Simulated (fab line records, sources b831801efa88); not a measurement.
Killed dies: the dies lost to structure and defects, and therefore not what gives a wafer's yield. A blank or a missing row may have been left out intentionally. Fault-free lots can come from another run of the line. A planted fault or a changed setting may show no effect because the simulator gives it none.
The same fault as seen by 2 desks ; flow sky130 ; only its own numbers are on each desk; what lay behind them is given at the end

== THE METROLOGY DESK ==
Lot by lot, what the gauges showed, no matter which tool ran the lot: averages of those sampled wafers that carry a number. The brackets show how far a lot's mean lies from the usual mean; more than 4 standard deviations puts the lot out of limits, marked OUT.
Columns: A = NWELL_2_TW at SKY_NWELL_TW_MEAS_26, usual 501.3; B = VT_ADJUST_LVTN_01_OVL at SKY_VT_ADJUST_LVTN_OVL_MEAS_18, usual -0.8 nm; C = cd-nm at SKY_SONOS_TUNNEL_CD_MEAS_07, usual 408.8 nm
lot;first seen here;A;B;C
L408;day 5 13:08;501.5;-1.5;410.5
L409;day 5 19:22;501.0;-1.9;408.1
L410;day 6 02:41;502.1;-1.4;410.7
L411;day 6 07:13;499.8;-0.0;406.6
L412;day 6 14:23;500.7;-1.3;413.2
L414;day 6 22:23;495.2;0.0;407.4
L415;day 7 07:31;502.7;-1.8;409.3
L416;day 7 18:10;503.8;-2.1;411.9
L417;day 8 01:03;499.6;-0.8;409.9
L418;day 8 06:43;506.7;-0.6;405.9
L420;day 8 16:07;503.3;0.2;410.0
L424;day 9 13:16;501.0;-2.3;406.3
L427;day 10 06:05;504.3;0.3;406.9
L429;day 11 01:16;504.1;-1.6;407.1
This desk's finding: nothing out of limits on any of the 14 lots.

== FOR THE TOOL OWNER'S DESK: wet-bench-02 ==
The tool's own readings at SKY_FIELD_ISO_WET_ETCH_30 (etches SiO2 in dHF, target depth 25 nm, time 50 s): means of the sampled wafers that have a number, for each lot that ran on this tool. The brackets show how far a lot's mean lies from the usual mean; more than 4 standard deviations puts the lot out of limits, marked OUT.
Columns: A = run-length-s at SKY_FIELD_ISO_WET_ETCH_30, usual 78.3 s
lot;first seen here;A
L410;day 3 02:22;76.7
L412;day 3 13:47;75.8
L415;day 4 03:28;83.7
L416;day 4 12:05;77.5
L424;day 6 01:26;63.5 (-5.1) OUT
L429;day 7 08:11;68.7
Finding of this desk: L424 out of limits; the first was L424 at day 6 01:26, on run-length-s at SKY_FIELD_ISO_WET_ETCH_30. L410, L412, L415, L416, L429: within limits.

== PUT TOGETHER ==
At day 6 01:26, on L424, the tool owner's desk was in a position to raise an alarm.
Nothing out of limits was seen by the metrology desk.
The metrology desk has L424 on record, within its limits.
On wet-bench-02, each named lot ran SKY_FIELD_ISO_WET_ETCH_30.

== WHAT THE SIMULATOR HAD INSERTED ==
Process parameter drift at SKY_FIELD_ISO_WET_ETCH_30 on wet-bench-02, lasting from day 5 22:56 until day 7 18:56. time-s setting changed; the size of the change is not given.
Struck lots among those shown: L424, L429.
Delay in hours, fault start to first out-of-limits reading, by desk: the tool owner's desk at 2.
